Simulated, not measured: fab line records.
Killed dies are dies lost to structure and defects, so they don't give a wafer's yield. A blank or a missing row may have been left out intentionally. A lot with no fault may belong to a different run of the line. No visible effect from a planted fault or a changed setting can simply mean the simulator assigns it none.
fab line records + flow sky130
record
- lots=13
- wafers=39
- lastDay=50
route steps=708 shown POLY_GATE@235 LDD_HVP@287 POLY_CUT@317 SD_P@330 RES_XHIGH@340
lots that met no fault: from a run of the same line without faults
startH: the number of hours between the record's first day and the start of the first shown wafer of the lot + waitH: hours since the lot's step before + " as in the row above + L1.1+2: several wafers, shown together as one row + - no value, or no start was given + * or withheld: withheld + < > ~ a bound
route shown NAME@n: names a module that has steps shown in the file, with the first one's number in the route + usual: the fault-free wafers' mean and standard deviation + same: alike in all rows + chamber/n: place in a boat + sites: readings site by site + _std_site: their standard deviation + _edge_site: outer sites' mean less inner sites' + radiusMm: how far each site lies from the wafer's centre + mask NAME#n: copy n + behind: tool/chamber where the wafer was last shaped + hold: cause of the lot's hold/its duration in hours/its outcome + device: the n, p or np transistor that did not switch + end of line: tests of these same wafers at the route's end + for a step that has no rows: nothing shown but its recipe + killed: count of dies lost to structure and defects at first sort (not the wafer's yield) + map: a wafer's dies, x killed, . not, _ none there
set.NAME: setting as actually run; set.NAME@STEP: the setting as run at that earlier step + model.NAME: the simulator's own value behind a step, which no gauge read
one table for each step of the route and one row for each wafer, over a sample of lots
services: a tool's chamber out of use, with start hour (startH, from the record's first day; less than 0 if before it), hours out, and reason
## steps
# step SKY_POLY_GATE_THK_MEAS_21
# recipe
- reads=SiO2_of_POLY_GATE_OXIDATION_20
# usual
- POLY_GATE_OXIDATION_THK=4.01/0.08
| lot.wafer | tool         | chamber | startH | waitH | POLY_GATE_OXIDATION_THK[nm] |
|-----------|--------------|---------|--------|-------|-----------------------------|
| L621.1    | filmMetro-02 | -       | 373.07 | 0.0   | 3.96                        |
| L621.4    | "            | -       | "      | "     | 3.96                        |
| L621.6    | "            | -       | "      | "     | 3.92                        |
| L622.4    | filmMetro-02 | -       | 376.94 | 0.0   | 4.06                        |
| L622.5    | "            | -       | "      | "     | 3.98                        |
| L622.6    | "            | -       | "      | "     | 4.06                        |
| L624.1    | filmMetro-04 | -       | 390.87 | 0.0   | 4.02                        |
| L624.3    | "            | -       | "      | "     | 4.02                        |
| L624.5    | "            | -       | "      | "     | 4.05                        |
| L625.2    | filmMetro-03 | -       | 407.11 | 0.0   | 3.99                        |
| L625.3    | "            | -       | "      | "     | 4.03                        |
| L625.4    | "            | -       | "      | "     | 4.03                        |
| L629.1    | filmMetro-02 | -       | 441.53 | 0.0   | 3.93                        |
| L629.3    | "            | -       | "      | "     | 3.96                        |
| L629.4    | "            | -       | "      | "     | 3.91                        |
| L630.2    | filmMetro-02 | -       | 455.22 | 0.0   | 3.86                        |
| L630.4    | "            | -       | "      | "     | 4.03                        |
| L630.6    | "            | -       | "      | "     | 3.91                        |
| L631.2    | filmMetro-02 | -       | 467.15 | 0.0   | 4.01                        |
| L631.3    | "            | -       | "      | "     | 4.04                        |
| L631.5    | "            | -       | "      | "     | 3.94                        |
| L632.2    | filmMetro-03 | -       | 472.90 | 0.0   | 4.01                        |
| L632.4    | "            | -       | "      | "     | 4.01                        |
| L632.5    | "            | -       | "      | "     | 3.96                        |
| L633.2    | filmMetro-02 | -       | 478.58 | 0.0   | 4.02                        |
| L633.3    | "            | -       | "      | "     | 4.00                        |
| L633.6    | "            | -       | "      | "     | 4.03                        |
| L635.1    | filmMetro-02 | -       | 502.70 | 0.0   | 4.13                        |
| L635.2    | "            | -       | "      | "     | 4.07                        |
| L635.6    | "            | -       | "      | "     | 4.13                        |
| L642.1    | filmMetro-02 | -       | 547.94 | 0.0   | 3.94                        |
| L642.2    | "            | -       | "      | "     | 4.03                        |
| L642.6    | "            | -       | "      | "     | 4.01                        |
| L643.1    | filmMetro-02 | -       | 560.51 | 0.0   | 3.97                        |
| L643.2    | "            | -       | "      | "     | 4.02                        |
| L643.4    | "            | -       | "      | "     | 3.98                        |
| L644.1    | filmMetro-03 | -       | 569.24 | 0.0   | 3.85                        |
| L644.4    | "            | -       | "      | "     | 3.86                        |
| L644.5    | "            | -       | "      | "     | 4.02                        |
# step SKY_LDD_HVP_STRIP_09
# recipe
- chemistry=O2/N2
- powerW=1400
- pressureMtorr=1500
- platenTempC=withheld
- o2FlowSccm=3000
- n2FlowSccm=300
- overashFraction=0.5
# usual
- drypumpMotorCurrentA=6.10/0.27
- n2FlowSccm=300.1/0.8
- oesProductAu=0.408/0.005
- stripTimeToEndpointS=4.134/0.015
| lot.wafer | tool           | chamber | startH | waitH | drypumpMotorCurrentA | n2FlowSccm | oesProductAu | rfHoursCounterH | stripTimeToEndpointS |
|-----------|----------------|---------|--------|-------|----------------------|------------|--------------|-----------------|----------------------|
| L621.1    | plasmaAsher-03 | 1       | 494.49 | 0.1   | 6.16                 | 299.2      | 0.401        | 6               | 4.123                |
| L621.4    | "              | 1       | "      | "     | 6.16                 | 299.9      | 0.413        | -               | 4.121                |
| L621.6    | "              | 1       | "      | "     | 6.15                 | 299.1      | 0.412        | -               | 4.117                |
| L622.4    | plasmaAsher-02 | 0       | 500.43 | 0.1   | 5.77                 | 300.7      | 0.404        | -               | 4.134                |
| L622.5    | "              | 0       | "      | "     | 5.76                 | 301.8      | 0.404        | -               | 4.120                |
| L622.6    | "              | 1       | "      | "     | 6.52                 | 299.7      | 0.407        | -               | 4.116                |
| L624.1    | plasmaAsher-03 | 1       | 512.19 | 0.1   | 6.19                 | 299.6      | 0.411        | 8               | 4.138                |
| L624.3    | "              | 0       | "      | "     | 5.95                 | 299.5      | 0.407        | -               | 4.155                |
| L624.5    | "              | 1       | "      | "     | 6.18                 | 300.5      | 0.409        | -               | 4.164                |
| L625.2    | plasmaAsher-01 | 1       | 528.69 | 0.1   | 6.39                 | 299.1      | 0.410        | 72              | 4.122                |
| L625.3    | "              | 0       | "      | "     | 5.82                 | 300.7      | 0.403        | -               | 4.135                |
| L625.4    | "              | 1       | "      | "     | 6.36                 | 300.1      | 0.410        | -               | 4.122                |
| L629.1    | plasmaAsher-02 | 0       | 564.28 | 0.1   | 5.76                 | 299.6      | 0.401        | 85              | 4.137                |
| L629.3    | "              | 1       | "      | "     | 6.49                 | 300.3      | 0.410        | -               | 4.147                |
| L629.4    | "              | 0       | "      | "     | 5.78                 | 300.6      | 0.413        | -               | 4.135                |
| L630.2    | plasmaAsher-02 | 0       | 577.49 | 0.1   | 5.75                 | 299.5      | 0.401        | 86              | 4.140                |
| L630.4    | "              | 1       | "      | "     | 6.53                 | 300.0      | 0.407        | -               | 4.122                |
| L630.6    | "              | 1       | "      | "     | 6.53                 | 300.2      | 0.409        | -               | 4.133                |
| L631.2    | plasmaAsher-02 | 0       | 588.59 | 0.1   | 5.76                 | 299.9      | 0.401        | 87              | 4.134                |
| L631.3    | "              | 1       | "      | "     | 6.50                 | 298.8      | 0.406        | -               | 4.105                |
| L631.5    | "              | 1       | "      | "     | 6.54                 | 299.2      | 0.398        | -               | 4.108                |
| L632.2    | plasmaAsher-01 | 1       | 594.74 | 0.1   | 6.40                 | 299.5      | 0.405        | 79              | 4.145                |
| L632.4    | "              | 0       | "      | "     | 5.86                 | 299.9      | 0.407        | -               | 4.134                |
| L632.5    | "              | 1       | "      | "     | 6.39                 | 300.5      | 0.402        | -               | 4.144                |
| L633.2    | plasmaAsher-02 | 0       | 600.04 | 0.1   | 5.76                 | 300.6      | 0.405        | 88              | 4.119                |
| L633.3    | "              | 0       | "      | "     | 5.78                 | 299.5      | 0.410        | -               | 4.131                |
| L633.6    | "              | 1       | "      | "     | 6.52                 | 299.2      | 0.407        | -               | 4.113                |
| L635.1    | plasmaAsher-03 | 1       | 623.54 | 0.1   | 6.11                 | 300.1      | 0.411        | 20              | 4.145                |
| L635.2    | "              | 0       | "      | "     | 5.97                 | 299.8      | 0.411        | 20              | 4.186                |
| L635.6    | "              | 0       | "      | "     | 5.95                 | 299.7      | 0.407        | -               | 4.130                |
| L642.1    | plasmaAsher-03 | 0       | 665.24 | 0.1   | 5.96                 | 301.1      | 0.404        | 24              | 4.143                |
| L642.2    | "              | 1       | "      | "     | 6.16                 | 300.2      | 0.408        | 24              | 4.124                |
| L642.6    | "              | 0       | "      | "     | 5.97                 | 300.6      | 0.408        | -               | 4.127                |
| L643.1    | plasmaAsher-03 | 1       | 678.88 | 0.1   | 6.16                 | 300.1      | 0.415        | 25              | 4.135                |
| L643.2    | "              | 0       | "      | "     | 5.96                 | 300.1      | 0.409        | 25              | 4.134                |
| L643.4    | "              | 1       | "      | "     | 6.14                 | 299.9      | 0.401        | -               | 4.144                |
| L644.1    | plasmaAsher-01 | 1       | 684.64 | 0.1   | 6.37                 | 299.4      | 0.412        | 88              | 4.158                |
| L644.4    | "              | 1       | "      | "     | 6.37                 | 299.8      | 0.413        | -               | 4.145                |
| L644.5    | "              | 0       | "      | "     | 5.83                 | 300.0      | 0.404        | -               | 4.162                |
# step SKY_POLY_CUT_ETCH_10
# recipe
- chemistry=N2/H2
- target=BARC
- ionEnergyEv=200
- sourceW=500
- biasW=100
- pressureMtorr=30
- n2FlowSccm=100
- h2FlowSccm=200
- stopOn=SiO2
- timeS=45.9
- targetDepthA=600
# usual
- biasW=100.02/0.26
- drypumpMotorCurrentA=5.6/0.47
- n2FlowSccm=99.97/0.29
- oesProductAu=0.855/0.0044
- throttleValvePct=13.224/0.0084
| lot.wafer | tool       | chamber | startH | waitH | biasW  | drypumpMotorCurrentA | n2FlowSccm | oesProductAu | rfHoursCounterH | throttleValvePct |
|-----------|------------|---------|--------|-------|--------|----------------------|------------|--------------|-----------------|------------------|
| L621.1    | rieDiel-03 | 0       | 556.61 | 0.0   | 100.17 | 6.1                  | 99.78      | 0.844        | 80              | 13.222           |
| L621.4    | "          | 0       | "      | "     | 99.94  | 6.1                  | 99.93      | 0.855        | -               | 13.219           |
| L621.6    | "          | 3       | "      | "     | 100.20 | 5.5                  | 100.35     | 0.855        | -               | 13.245           |
| L622.4    | rieDiel-02 | 1       | 561.98 | 0.0   | 99.75  | 4.7                  | 99.56      | 0.844        | -               | 13.232           |
| L622.5    | "          | 3       | "      | "     | 100.48 | 5.3                  | 99.91      | 0.855        | -               | 13.225           |
| L622.6    | "          | 2       | "      | "     | 99.99  | 5.6                  | 100.22     | 0.857        | -               | 13.239           |
| L624.1    | rieDiel-03 | 3       | 574.16 | 0.0   | 99.97  | 5.5                  | 99.98      | 0.855        | 15              | 13.222           |
| L624.3    | "          | 2       | "      | "     | 100.35 | 5.5                  | 99.96      | 0.854        | 0               | 13.231           |
| L624.5    | "          | 1       | "      | "     | 99.77  | 6.4                  | 100.16     | 0.857        | -               | 13.212           |
| L625.2    | rieDiel-02 | 0       | 591.10 | 0.0   | 100.12 | 5.9                  | 99.31      | 0.858        | 0               | 13.214           |
| L625.3    | "          | 1       | "      | "     | 100.19 | 4.7                  | 99.17      | 0.859        | 3               | 13.229           |
| L625.4    | "          | 3       | "      | "     | 99.85  | 5.2                  | 99.24      | 0.850        | 1               | 13.210           |
| L629.1    | rieDiel-02 | 0       | 624.91 | 0.0   | 99.70  | 5.8                  | 100.08     | 0.862        | 1               | 13.217           |
| L629.3    | "          | 1       | "      | "     | 99.64  | 4.7                  | 100.41     | 0.845        | 4               | 13.227           |
| L629.4    | "          | 3       | "      | "     | 100.06 | 5.2                  | 99.75      | 0.856        | 2               | 13.236           |
| L630.2    | rieDiel-02 | 3       | 638.50 | 0.0   | 100.27 | 5.3                  | 99.84      | 0.845        | 2               | 13.230           |
| L630.4    | "          | 1       | "      | "     | 99.73  | 4.7                  | 100.02     | 0.858        | 4               | 13.209           |
| L630.6    | "          | 1       | "      | "     | 99.98  | 4.7                  | 100.10     | 0.850        | -               | 13.225           |
| L631.2    | rieDiel-02 | 0       | 648.20 | 0.0   | 99.98  | 5.8                  | 99.90      | 0.863        | 2               | 13.228           |
| L631.3    | "          | 3       | "      | "     | 99.62  | 5.2                  | 99.75      | 0.856        | 3               | 13.226           |
| L631.5    | "          | 1       | "      | "     | 99.60  | 4.7                  | 100.03     | 0.854        | -               | 13.213           |
| L632.2    | rieDiel-03 | 3       | 654.51 | 0.0   | 100.07 | 5.5                  | 99.90      | 0.856        | 17              | 13.228           |
| L632.4    | "          | 1       | "      | "     | 99.77  | 6.4                  | 100.05     | 0.855        | 7               | 13.237           |
| L632.5    | "          | 3       | "      | "     | 100.25 | 5.5                  | 100.02     | 0.856        | -               | 13.235           |
| L633.2    | rieDiel-03 | 3       | 661.05 | 0.0   | 99.68  | 5.5                  | 99.85      | 0.854        | 17              | 13.224           |
| L633.3    | "          | 2       | "      | "     | 100.02 | 5.5                  | 100.03     | 0.862        | 2               | 13.222           |
| L633.6    | "          | 0       | "      | "     | 100.17 | 6.1                  | 100.17     | 0.857        | -               | 13.237           |
| L635.1    | rieDiel-03 | 0       | 683.71 | 0.0   | 100.13 | 6.1                  | 100.10     | 0.854        | 2               | 13.223           |
| L635.2    | "          | 1       | "      | "     | 99.96  | 6.4                  | 99.60      | 0.859        | 7               | 13.241           |
| L635.6    | "          | 3       | "      | "     | 99.87  | 5.5                  | 99.86      | 0.850        | -               | 13.235           |
| L642.1    | rieDiel-04 | 3       | 723.81 | 0.0   | 100.12 | 5.8                  | 99.64      | 0.852        | 44              | 13.228           |
| L642.2    | "          | 2       | "      | "     | 100.05 | 6.0                  | 100.62     | 0.846        | 2               | 13.219           |
| L642.6    | "          | 0       | "      | "     | 100.37 | 4.9                  | 99.96      | 0.858        | -               | 13.210           |
| L643.1    | rieDiel-04 | 2       | 736.90 | 0.0   | 100.02 | 6.0                  | 99.88      | 0.849        | 3               | 13.229           |
| L643.2    | "          | 1       | "      | "     | 100.18 | 5.9                  | 100.25     | 0.853        | 14              | 13.222           |
| L643.4    | "          | 3       | "      | "     | 99.92  | 5.8                  | 99.56      | 0.859        | 44              | 13.213           |
| L644.1    | rieDiel-03 | 0       | 740.80 | 0.0   | 99.96  | 6.1                  | 99.82      | 0.852        | 3               | 13.236           |
| L644.4    | "          | 2       | "      | "     | 99.93  | 5.5                  | 100.15     | 0.860        | 4               | 13.214           |
| L644.5    | "          | 0       | "      | "     | 99.87  | 6.1                  | 99.74      | 0.848        | -               | 13.229           |
# step SKY_SD_P_STRIP_10
# recipe
- chemistry=O2/N2
- powerW=1400
- pressureMtorr=1500
- platenTempC=withheld
- o2FlowSccm=3000
- n2FlowSccm=300
- overashFraction=0.5
# usual
- drypumpMotorCurrentA=6.21/0.2
- n2FlowSccm=300.1/0.88
- oesProductAu=0.618/0.0046
- stripTimeToEndpointS=17.49/0.051
| lot.wafer | tool           | chamber | startH | waitH | drypumpMotorCurrentA | n2FlowSccm | oesProductAu | rfHoursCounterH | stripTimeToEndpointS |
|-----------|----------------|---------|--------|-------|----------------------|------------|--------------|-----------------|----------------------|
| L621.1    | plasmaAsher-04 | 0       | 585.85 | 0.1   | 6.33                 | 300.0      | 0.620        | 46              | 17.45                |
| L621.4    | "              | 0       | "      | "     | 6.32                 | 301.3      | 0.618        | -               | 17.52                |
| L621.6    | "              | 1       | "      | "     | 6.25                 | 299.3      | 0.625        | -               | 17.44                |
| L622.4    | plasmaAsher-04 | 0       | 591.55 | 0.1   | 6.33                 | 300.5      | 0.624        | -               | 17.53                |
| L622.5    | "              | 1       | "      | "     | 6.22                 | 300.5      | 0.612        | -               | 17.55                |
| L622.6    | "              | 0       | "      | "     | 6.33                 | 302.2      | 0.621        | -               | 17.55                |
| L624.1    | plasmaAsher-02 | 0       | 603.56 | 0.1   | 5.74                 | 300.3      | 0.616        | 89              | 17.61                |
| L624.3    | "              | 1       | "      | "     | 6.55                 | 300.2      | 0.625        | -               | 17.57                |
| L624.5    | "              | 0       | "      | "     | 5.75                 | 299.4      | 0.602        | -               | 17.56                |
| L625.2    | plasmaAsher-04 | 0       | 620.81 | 0.1   | 6.33                 | 299.8      | 0.621        | 49              | 17.53                |
| L625.3    | "              | 1       | "      | "     | 6.26                 | 301.4      | 0.612        | -               | 17.50                |
| L625.4    | "              | 0       | "      | "     | 6.34                 | 299.1      | 0.617        | -               | 17.49                |
| L629.1    | plasmaAsher-02 | 0       | 653.36 | 0.1   | 5.76                 | 299.1      | 0.614        | 94              | 17.51                |
| L629.3    | "              | 0       | "      | "     | 5.73                 | 298.7      | 0.618        | -               | 17.51                |
| L629.4    | "              | 1       | "      | "     | 6.49                 | 300.7      | 0.617        | -               | 17.53                |
| L630.2    | plasmaAsher-03 | 1       | 667.41 | 0.1   | 6.18                 | 300.5      | 0.618        | 24              | 17.41                |
| L630.4    | "              | 1       | "      | "     | 6.18                 | 298.9      | 0.618        | -               | 17.46                |
| L630.6    | "              | 1       | "      | "     | 6.15                 | 300.6      | 0.619        | -               | 17.49                |
| L631.2    | plasmaAsher-04 | 0       | 676.95 | 0.1   | 6.34                 | 300.1      | 0.627        | 55              | 17.42                |
| L631.3    | "              | 0       | "      | "     | 6.33                 | 298.5      | 0.623        | -               | 17.45                |
| L631.5    | "              | 0       | "      | "     | 6.34                 | 300.2      | 0.622        | -               | 17.46                |
| L632.2    | plasmaAsher-03 | 0       | 682.90 | 0.1   | 5.98                 | 299.4      | 0.608        | 26              | 17.48                |
| L632.4    | "              | 0       | "      | "     | 5.98                 | 300.6      | 0.621        | -               | 17.51                |
| L632.5    | "              | 1       | "      | "     | 6.18                 | 299.8      | 0.615        | -               | 17.47                |
| L633.2    | plasmaAsher-02 | 0       | 688.95 | 0.1   | 5.75                 | 301.0      | 0.790        | 96              | -                    |
| L633.3    | "              | 1       | "      | "     | 6.55                 | 300.4      | 0.788        | -               | -                    |
| L633.6    | "              | 1       | "      | "     | 6.56                 | 299.3      | 0.792        | -               | -                    |
| L635.1    | plasmaAsher-04 | 1       | 711.40 | 0.1   | 6.26                 | 299.7      | 0.615        | 59              | 17.47                |
| L635.2    | "              | 0       | "      | "     | 6.36                 | 300.6      | 0.619        | 59              | 17.50                |
| L635.6    | "              | 0       | "      | "     | 6.36                 | 299.1      | 0.618        | -               | 17.47                |
| L642.1    | plasmaAsher-04 | 1       | 751.30 | 0.1   | 6.27                 | 299.7      | 0.615        | 63              | 17.37                |
| L642.2    | "              | 0       | "      | "     | 6.34                 | 299.7      | 0.614        | 63              | 17.38                |
| L642.6    | "              | 0       | "      | "     | 6.33                 | 300.0      | 0.614        | -               | 17.45                |
| L643.1    | plasmaAsher-03 | 1       | 764.90 | 0.1   | 6.18                 | 301.5      | 0.624        | 34              | 17.46                |
| L643.2    | "              | 0       | "      | "     | 5.96                 | 299.7      | 0.618        | 34              | 17.49                |
| L643.4    | "              | 0       | "      | "     | 5.93                 | 299.4      | 0.622        | -               | 17.46                |
| L644.1    | plasmaAsher-03 | 0       | 768.16 | 0.1   | 5.95                 | 301.6      | 0.610        | 34              | 17.48                |
| L644.4    | "              | 1       | "      | "     | 6.15                 | 299.6      | 0.612        | -               | 17.45                |
| L644.5    | "              | 0       | "      | "     | 5.96                 | 302.2      | 0.616        | -               | 17.51                |
# step SKY_RES_XHIGH_STRIP_08
# recipe
- chemistry=O2/N2
- powerW=1400
- pressureMtorr=1500
- platenTempC=withheld
- o2FlowSccm=3000
- n2FlowSccm=300
- overashFraction=0.5
# usual
- drypumpMotorCurrentA=6.1/0.31
- n2FlowSccm=300.0/0.98
- oesProductAu=0.711/0.0043
- stripTimeToEndpointS=14.26/0.038
| lot.wafer | tool           | chamber | startH | waitH | drypumpMotorCurrentA | n2FlowSccm | oesProductAu | rfHoursCounterH | stripTimeToEndpointS |
|-----------|----------------|---------|--------|-------|----------------------|------------|--------------|-----------------|----------------------|
| L621.1    | plasmaAsher-02 | 0       | 615.46 | 0.1   | 5.7                  | 300.2      | 0.705        | 90              | 14.25                |
| L621.4    | "              | 1       | "      | "     | 6.5                  | 298.1      | 0.712        | -               | 14.26                |
| L621.6    | "              | 0       | "      | "     | 5.7                  | 302.1      | 0.710        | -               | 14.26                |
| L622.4    | plasmaAsher-02 | 1       | 620.78 | 0.1   | 6.5                  | 299.9      | 0.713        | -               | 14.18                |
| L622.5    | "              | 0       | "      | "     | 5.8                  | 299.5      | 0.711        | -               | 14.19                |
| L622.6    | "              | 1       | "      | "     | 6.5                  | 299.6      | 0.709        | -               | 14.18                |
| L624.1    | plasmaAsher-02 | 0       | 633.01 | 0.1   | 5.7                  | 300.2      | 0.712        | 92              | 14.26                |
| L624.3    | "              | 0       | "      | "     | 5.8                  | 300.1      | 0.719        | -               | 14.29                |
| L624.5    | "              | 1       | "      | "     | 6.5                  | 302.0      | 0.708        | -               | 14.26                |
| L625.2    | plasmaAsher-02 | 1       | 650.11 | 0.1   | 6.5                  | 300.3      | 0.713        | 93              | 14.24                |
| L625.3    | "              | 0       | "      | "     | 5.8                  | 299.6      | 0.710        | -               | 14.30                |
| L625.4    | "              | 1       | "      | "     | 6.5                  | 300.1      | 0.715        | -               | 14.25                |
| L629.1    | plasmaAsher-03 | 1       | 682.16 | 0.1   | 6.2                  | 300.0      | 0.717        | 26              | 14.28                |
| L629.3    | "              | 1       | "      | "     | 6.2                  | 298.6      | 0.710        | -               | 14.27                |
| L629.4    | "              | 0       | "      | "     | 6.0                  | 300.4      | 0.712        | -               | 14.27                |
| L630.2    | plasmaAsher-01 | 1       | 694.86 | 0.1   | 6.4                  | 300.3      | 0.701        | 89              | 14.26                |
| L630.4    | "              | 1       | "      | "     | 6.4                  | 301.0      | 0.717        | -               | 14.25                |
| L630.6    | "              | 1       | "      | "     | 6.4                  | 300.5      | 0.712        | -               | 14.22                |
| L631.2    | plasmaAsher-02 | 1       | 704.35 | 0.1   | 6.5                  | 300.3      | 0.713        | 98              | 14.26                |
| L631.3    | "              | 1       | "      | "     | 6.5                  | 299.8      | 0.712        | -               | 14.29                |
| L631.5    | "              | 0       | "      | "     | 5.8                  | 298.6      | 0.706        | -               | 14.27                |
| L632.2    | plasmaAsher-03 | 1       | 710.95 | 0.1   | 6.2                  | 299.8      | 0.710        | 28              | 14.20                |
| L632.4    | "              | 1       | "      | "     | 6.1                  | 300.1      | 0.716        | -               | 14.25                |
| L632.5    | "              | 1       | "      | "     | 6.1                  | 299.1      | 0.714        | -               | 14.23                |
| L633.2    | plasmaAsher-02 | 1       | 717.10 | 0.1   | 6.5                  | 299.3      | 0.721        | 99              | 16.32                |
| L633.3    | "              | 0       | "      | "     | 5.7                  | 300.0      | 0.718        | -               | 16.33                |
| L633.6    | "              | 1       | "      | "     | 6.5                  | 299.7      | 0.709        | -               | 16.35                |
| L635.1    | plasmaAsher-03 | 0       | 739.41 | 0.1   | 6.0                  | 300.0      | 0.710        | 31              | 14.23                |
| L635.2    | "              | 1       | "      | "     | 6.2                  | 299.7      | 0.707        | 31              | 14.23                |
| L635.6    | "              | 1       | "      | "     | 6.1                  | 299.0      | 0.710        | -               | 14.23                |
| L642.1    | plasmaAsher-02 | 1       | 778.26 | 0.1   | 6.5                  | 300.5      | 0.706        | 4               | 14.30                |
| L642.2    | "              | 0       | "      | "     | 5.8                  | 300.7      | 0.714        | 4               | 14.33                |
| L642.6    | "              | 1       | "      | "     | 6.5                  | 301.4      | 0.712        | -               | 14.28                |
| L643.1    | plasmaAsher-01 | 0       | 792.35 | 0.1   | 5.8                  | 299.7      | 0.713        | 99              | 14.26                |
| L643.2    | "              | 1       | "      | "     | 6.4                  | 299.9      | 0.712        | 99              | 14.29                |
| L643.4    | "              | 1       | "      | "     | 6.4                  | 300.5      | 0.720        | -               | 14.28                |
| L644.1    | plasmaAsher-01 | 1       | 795.10 | 0.1   | 6.4                  | 300.3      | 0.713        | 99              | 14.27                |
| L644.4    | "              | 0       | "      | "     | 5.8                  | 301.0      | 0.721        | -               | 14.26                |
| L644.5    | "              | 1       | "      | "     | 6.4                  | 298.4      | 0.718        | -               | 14.34                |
# step SKY_RES_XHIGH_TW_MEAS_09
# usual
- RES_XHIGH_TW=1647/12
| lot.wafer | tool         | chamber | startH | waitH | RES_XHIGH_TW |
|-----------|--------------|---------|--------|-------|--------------|
| L621.1    | filmMetro-03 | -       | 615.56 | 0.1   | 1651         |
| L621.4    | "            | -       | "      | "     | 1639         |
| L621.6    | "            | -       | "      | "     | 1645         |
| L622.4    | filmMetro-02 | -       | 620.88 | 0.1   | 1641         |
| L622.5    | "            | -       | "      | "     | 1625         |
| L622.6    | "            | -       | "      | "     | 1630         |
| L624.1    | filmMetro-03 | -       | 633.11 | 0.1   | 1636         |
| L624.3    | "            | -       | "      | "     | 1644         |
| L624.5    | "            | -       | "      | "     | 1642         |
| L625.2    | filmMetro-03 | -       | 650.22 | 0.1   | 1636         |
| L625.3    | "            | -       | "      | "     | 1647         |
| L625.4    | "            | -       | "      | "     | 1639         |
| L629.1    | filmMetro-03 | -       | 682.26 | 0.1   | 1624         |
| L629.3    | "            | -       | "      | "     | 1631         |
| L629.4    | "            | -       | "      | "     | 1636         |
| L630.2    | filmMetro-04 | -       | 694.97 | 0.1   | 1658         |
| L630.4    | "            | -       | "      | "     | 1663         |
| L630.6    | "            | -       | "      | "     | 1665         |
| L631.2    | filmMetro-04 | -       | 704.46 | 0.1   | 1658         |
| L631.3    | "            | -       | "      | "     | 1641         |
| L631.5    | "            | -       | "      | "     | 1652         |
| L632.2    | filmMetro-02 | -       | 711.06 | 0.1   | 1645         |
| L632.4    | "            | -       | "      | "     | 1647         |
| L632.5    | "            | -       | "      | "     | 1646         |
| L633.2    | filmMetro-02 | -       | 717.21 | 0.1   | 30           |
| L633.3    | "            | -       | "      | "     | 30           |
| L633.6    | "            | -       | "      | "     | 30           |
| L635.1    | filmMetro-04 | -       | 739.51 | 0.1   | 1660         |
| L635.2    | "            | -       | "      | "     | 1658         |
| L635.6    | "            | -       | "      | "     | 1670         |
| L642.1    | filmMetro-04 | -       | 778.36 | 0.1   | 1651         |
| L642.2    | "            | -       | "      | "     | 1653         |
| L642.6    | "            | -       | "      | "     | 1652         |
| L643.1    | filmMetro-04 | -       | 792.45 | 0.1   | 1666         |
| L643.2    | "            | -       | "      | "     | 1661         |
| L643.4    | "            | -       | "      | "     | 1662         |
| L644.1    | filmMetro-03 | -       | 795.20 | 0.1   | 1640         |
| L644.4    | "            | -       | "      | "     | 1654         |
| L644.5    | "            | -       | "      | "     | 1641         |
## services
| tool           | chamber | startH | hours | kind   |
|----------------|---------|--------|-------|--------|
| plasmaAsher-04 | -       | 477.69 | 2.8   | pm     |
| rieDiel-03     | 3       | 483.04 | 7.7   | repair |
| plasmaAsher-03 | -       | 507.16 | 1.3   | repair |
| plasmaAsher-01 | -       | 511.22 | 2.0   | repair |
| plasmaAsher-02 | -       | 530.22 | 2.8   | pm     |
| plasmaAsher-02 | -       | 535.48 | 1.8   | repair |
| rieDiel-02     | -       | 541.56 | 2.8   | pm     |
| plasmaAsher-04 | -       | 542.33 | 2.1   | repair |
| rieDiel-03     | 3       | 548.84 | 1.3   | repair |
| plasmaAsher-04 | -       | 588.81 | 0.4   | repair |
| rieDiel-03     | 2       | 600.81 | 3.1   | repair |
| rieDiel-02     | 0       | 639.28 | 4.5   | repair |
| rieDiel-04     | 2       | 650.75 | 1.4   | repair |
| plasmaAsher-02 | -       | 655.04 | 9.5   | repair |
| rieDiel-03     | 1       | 687.39 | 13.2  | repair |
| rieDiel-03     | 2       | 688.94 | 3.4   | repair |
| rieDiel-03     | 0       | 722.62 | 4.6   | repair |
| plasmaAsher-02 | -       | 733.75 | 9.0   | pm     |
| rieDiel-04     | 1       | 737.34 | 2.4   | repair |
| plasmaAsher-03 | -       | 757.29 | 3.5   | repair |
| rieDiel-02     | 3       | 764.44 | 26.5  | repair |
| rieDiel-03     | -       | 764.97 | 38.8  | repair |
| rieDiel-03     | 2       | 774.71 | 6.1   | repair |
| plasmaAsher-03 | -       | 794.37 | 15.5  | repair |
## key
firstSign
- step=SKY_SD_P_STRIP_10
- reading=oesProductAu
- direction=up
- sigmas=37
- usual=0.618
- struck=0.790
effect
- step=SKY_RES_XHIGH_STRIP_08
- reading=stripTimeToEndpointS
- direction=up
- sigmas=54
- usual=*
- struck=*
effect
- step=SKY_RES_XHIGH_TW_MEAS_09
- reading=RES_XHIGH_TW
- direction=down
- sigmas=99+
- usual=1647
- struck=30
metAt SKY_SD_P_STRIP_10
struckLots L633
sortLeftOut L633.2,L633.3,L633.6
testerLeftOut L633
notActingAt SKY_POLY_GATE_THK_MEAS_21,SKY_LDD_HVP_STRIP_09,SKY_POLY_CUT_ETCH_10
onsetBetween 653.36 688.95
fault
- kind=stripAborted
- tool=plasmaAsher-02
- chamber=-
- onsetH=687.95
- steps=SKY_SD_P_STRIP_10
- offset=0.41363
- endH=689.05
# testerLeftOut: of these lots the tester's yield and bins aren't shown, on N5 and GAA mostly nor the transistor test; their killed dies are dies lost to structure and defects alone, not to doping, threshold or leakage, so they don't give the yield
# sortLeftOut: the simulated sort isn't trusted on such a fault, so these wafers' sort isn't shown, and their yield isn't known
